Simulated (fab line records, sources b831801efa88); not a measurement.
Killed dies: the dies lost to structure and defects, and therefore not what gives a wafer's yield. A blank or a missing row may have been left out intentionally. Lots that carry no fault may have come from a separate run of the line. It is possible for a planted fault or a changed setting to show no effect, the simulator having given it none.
Which of the tools did it?	flow sky130	13 lots with 39 wafers sampled at 3 steps, on a route of 708 steps

## WHAT THE GAUGES SHOWED, per wafer
SKY_LDD_LDN_OVL_MEAS_07.
lot	measured	on	LDD_LDN_OVL (nm)
L914	day 22 21:39	overlay-01	-2.7 -4.0 -2.7
L915	day 23 11:00	overlay-02	-3.7 -1.7 -4.2
L917	day 23 19:27	overlay-02	-0.4 -0.5 -0.9
L920	day 26 10:16	overlay-01	-0.1 -0.2 1.1
L919	day 26 11:00	overlay-01	- - -
L921	day 26 11:30	overlay-01	-2.2 -1.3 -1.0
L927	day 27 09:55	overlay-02	0.1 -1.3 -1.4
L928	day 28 01:18	overlay-02	0.4 1.1 0.2
L933	day 30 15:24	overlay-01	-0.7 -2.2 -1.4
L935	day 30 15:43	overlay-02	1.8 0.8 1.1
L932	day 30 16:09	overlay-01	1.2 -0.9 -1.0
L934	day 30 16:19	overlay-02	-0.8 -0.4 -0.8
L936	day 30 18:33	overlay-01	0.1 0.3 0.3

SKY_LDD_LDN_TW_MEAS_13.
lot	measured	on	LDD_LDN_TW
L914	day 22 22:23	film metro-02	1466 1453 1463
L915	day 23 11:44	film metro-04	1507 1502 1505
L917	day 23 20:11	film metro-02	1466 1464 1468
L920	day 26 11:01	film metro-04	1501 1504 1499
L919	day 26 11:44	film metro-03	30 30 30
L921	day 26 12:14	film metro-04	1497 1501 1502
L927	day 27 10:39	film metro-03	1473 1473 1485
L928	day 28 02:02	film metro-03	1486 1479 1485
L933	day 30 16:08	film metro-02	1469 1468 1468
L935	day 30 16:27	film metro-04	1503 1491 1500
L932	day 30 16:53	film metro-03	1471 1475 1484
L934	day 30 17:04	film metro-04	1503 1499 1497
L936	day 30 19:17	film metro-04	1492 1486 1504

## WHAT TOOL EACH LOT RAN ON (gives the tool, then ch and the chambers of the sampled wafers, and finally the start)
lot	SKY_LDD_LDN_EXPOSE_04
L914	iline stepper-01 ch 0, day 22 06:16
L915	iline stepper-01 ch 0, day 22 21:00
L917	iline stepper-02 ch 0, day 23 05:00
L920	iline stepper-02 ch 0, day 25 19:59
L919	iline stepper-01 ch 0, day 25 20:32
L921	iline stepper-01 ch 0, day 25 21:09
L927	iline stepper-01 ch 0, day 26 19:40
L928	iline stepper-02 ch 0, day 27 11:34
L933	iline stepper-01 ch 0, day 30 01:49
L935	iline stepper-02 ch 0, day 30 02:05
L932	iline stepper-01 ch 0, day 30 02:25
L934	iline stepper-02 ch 0, day 30 02:49
L936	iline stepper-01 ch 0, day 30 04:31
- SKY_LDD_LDN_EXPOSE_04: exposes mask LDNTM, target cd 700 nm.

## WHAT THE TOOLS THEMSELVES READ (means of the sampled wafers that have a number; where no wafer has one, the mark that the record gives instead)
The record holds no such reading with a usual standard deviation.

## THE ANSWER, worked out from the rows above alone
Rule: usual is defined by the lots themselves. Put in order of their means at a reading, lots are off if they are a third of the lots or fewer, leave a main group of 4 or more, and stand apart from it by a gap of 3 or more times the standard deviation of the main group's means; of several such gaps the widest counts. If all means in a main group match to the digits the tables above print for the reading, that group is not used. A lot without any number at a reading at which 4 lots or more have one is off too. All remaining lots with rows at the step are treated as sound. After the gauges, taken in route order, come the tools' own readings; for these a lot's mean is taken, as printed above. The first step at which some lot is off is used, and at that step the reading that is off furthest; a lot without a number counts as furthest.
Off: L919, at SKY_LDD_LDN_OVL_MEAS_07 (LDD_LDN_OVL). Without a number there: L919. Main group: mean -0.8 nm, sd 1.3.
If a tool, at a process step before that reading, ran all the lots that are off and no sound lot after the first of them, it fits. The gauges at SKY_LDD_LDN_OVL_MEAS_07 aren't tried: what is off there is off at SKY_LDD_LDN_TW_MEAS_13 too, on other tools, and a gauge's error can't cause that. None of those tried fits.

## WHAT THE SIMULATOR HAD PUT IN
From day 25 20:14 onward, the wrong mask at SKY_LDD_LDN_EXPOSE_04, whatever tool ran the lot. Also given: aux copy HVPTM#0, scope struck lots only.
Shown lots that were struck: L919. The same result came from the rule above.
